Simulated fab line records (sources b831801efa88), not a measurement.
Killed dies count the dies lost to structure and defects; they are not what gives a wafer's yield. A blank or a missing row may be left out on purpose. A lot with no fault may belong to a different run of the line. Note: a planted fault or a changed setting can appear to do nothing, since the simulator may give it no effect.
What tool caused it? + flow sky130 + 12 lots, 36 wafers sampled, at 1 step of a route of 708

## WHAT EACH GAUGE READ, for each wafer
SKY_METAL4_CD_MEAS_13: the cd target is 300 nm.
| lot  | measured     | on        | cd nm (nm)        |
|------|--------------|-----------|-------------------|
| L738 | day 41 23:38 | cd sem-02 | 297.3 297.3 297.3 |
| L739 | day 42 03:32 | cd sem-02 | 299.7 299.8 299.0 |
| L740 | day 42 08:20 | cd sem-02 | 300.6 300.2 300.9 |
| L741 | day 43 09:49 | cd sem-01 | 300.7 300.6 299.8 |
| L742 | day 44 07:55 | cd sem-02 | 300.0 299.1 299.6 |
| L746 | day 44 12:32 | cd sem-02 | 302.4 301.3 300.8 |
| L747 | day 44 14:52 | cd sem-02 | 299.1 297.6 298.3 |
| L749 | day 45 10:35 | cd sem-02 | 301.1 302.1 302.4 |
| L752 | day 45 21:31 | cd sem-02 | 300.9 301.4 301.5 |
| L758 | day 47 06:23 | cd sem-02 | 300.6 302.0 301.6 |
| L759 | day 47 11:30 | cd sem-02 | 301.9 301.8 299.9 |
| L760 | day 47 13:29 | cd sem-01 | 298.8 299.9 299.1 |

## EACH LOT AND THE TOOL THAT RAN IT (in order: tool; ch and the chambers of the sampled wafers; start)
The record holds no process step before these readings.

## AS READ BY THE TOOLS THEMSELVES (means over the sampled wafers that have a number; for cases with no such wafer, the mark the record gives instead)
The record holds no such reading with a usual standard deviation.

## THE ANSWER, worked out from the rows above alone
Rule: the usual values come from the lots themselves. The widest of any qualifying gaps counts: lots, ordered by their means at a reading, are off when they make up no more than a third of the lots, leave a main group of 4 or more, and stand apart from it by 3 or more times the standard deviation of that group's means. Not used: any main group whose means are identical at the precision the tables above print for the reading. A lot without any number at a reading at which 4 lots or more have one is off too. Where the step has rows for the other lots, those lots are counted as sound. After the gauges, taken in route order, come the tools' own readings; for these a lot's mean is taken, as printed above. At the first step where some lot is off, the reading lying furthest off is the one used; lots without a number count as furthest.
No lot is off at any reading shown: from this, nothing can be told.

## WHAT HAD BEEN PUT IN BY THE SIMULATOR
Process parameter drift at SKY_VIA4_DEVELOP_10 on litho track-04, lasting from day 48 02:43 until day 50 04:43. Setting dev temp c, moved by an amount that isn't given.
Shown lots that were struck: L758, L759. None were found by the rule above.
